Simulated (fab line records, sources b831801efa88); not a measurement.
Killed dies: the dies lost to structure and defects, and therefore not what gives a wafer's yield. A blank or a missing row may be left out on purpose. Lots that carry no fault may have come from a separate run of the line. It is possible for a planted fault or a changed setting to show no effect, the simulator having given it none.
Code-filled problem report in 8D (eight disciplines) form :: flow sky130 :: the parts of the form that need people (team, actions taken, sign-off) are left out

1. THE ISSUE
beam_energy_keV at SKY_PWDE_IMPLANT_08 reads a mean of 133.44 on 6 wafers of 2 lots; wafers without a fault read 149.99 with a standard deviation of 0.049. So: -99 or more standard deviations from the usual mean.
Earliest sighting: wafer L592.1 on implanter-01 at day 5 22:08. Wafers with a number at this step in the record: 18, from 6 lots. By rule, "out" or "out of limits" means more than 4 standard deviations away from the usual mean. The rest of the wafers with a number are treated as sound.

2. WHAT IT IS, AND WHAT IT ISN'T
question: which readings at this step
is: beam_energy_keV
is not: -

question: which lots
is: L592, L594
is not: L583, L585, L597, L599

question: which wafers of those lots
is: all that have a number
is not: -

question: read on which tools
is: implanter-01
is not: implanter-03

question: when
is: from day 5 22:08
is not: up to then (6 sound wafers); but 6 sound wafers of L597, L599 came after

3. THE SUSPECTS, EACH WITH WHAT RULES IT OUT
Counting: a tool at a process step up to the reading stays a suspect if it ran every lot that is out and no sound lot after the first of them.
- implanter-01 at SKY_PWDE_IMPLANT_08: kept. All lots that are out passed through it, beginning with L592 at day 5 22:08, and no sound lot followed; its final sound lot before that point was L585 at day 4 13:17. On those wafers its own readings are out: beam_energy_keV.
Left after counting: implanter-01 at SKY_PWDE_IMPLANT_08.

4. THE CAUSE (what the simulator had put in)
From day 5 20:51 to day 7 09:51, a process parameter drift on implanter-01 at SKY_PWDE_IMPLANT_08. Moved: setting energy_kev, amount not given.
The count eliminated every tool but this one.

5. SEQUENCE OF EFFECTS, ordered by route
Each row: a reading where the mean over the struck wafers with a number is more than 3 standard deviations away from the usual. Scope: only readings with a usual standard deviation given in the record; hours: median across lots of the time from each lot's start at the first step in this table that gives one to its start at this step; sigmas: change in usual standard deviations.
hours: 0
step: SKY_PWDE_IMPLANT_08
reading: beam_energy_keV
usual: 149.99
on struck wafers: 133.44
change: -16.56
sigmas: -99 or more
Here are the process steps it includes:
- SKY_PWDE_IMPLANT_08

6. HOW IT WOULD HAVE BEEN CAUGHT EARLIER
In this record the first reading out of limits was taken at day 5 22:08, 1 hour after the fault began at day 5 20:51.
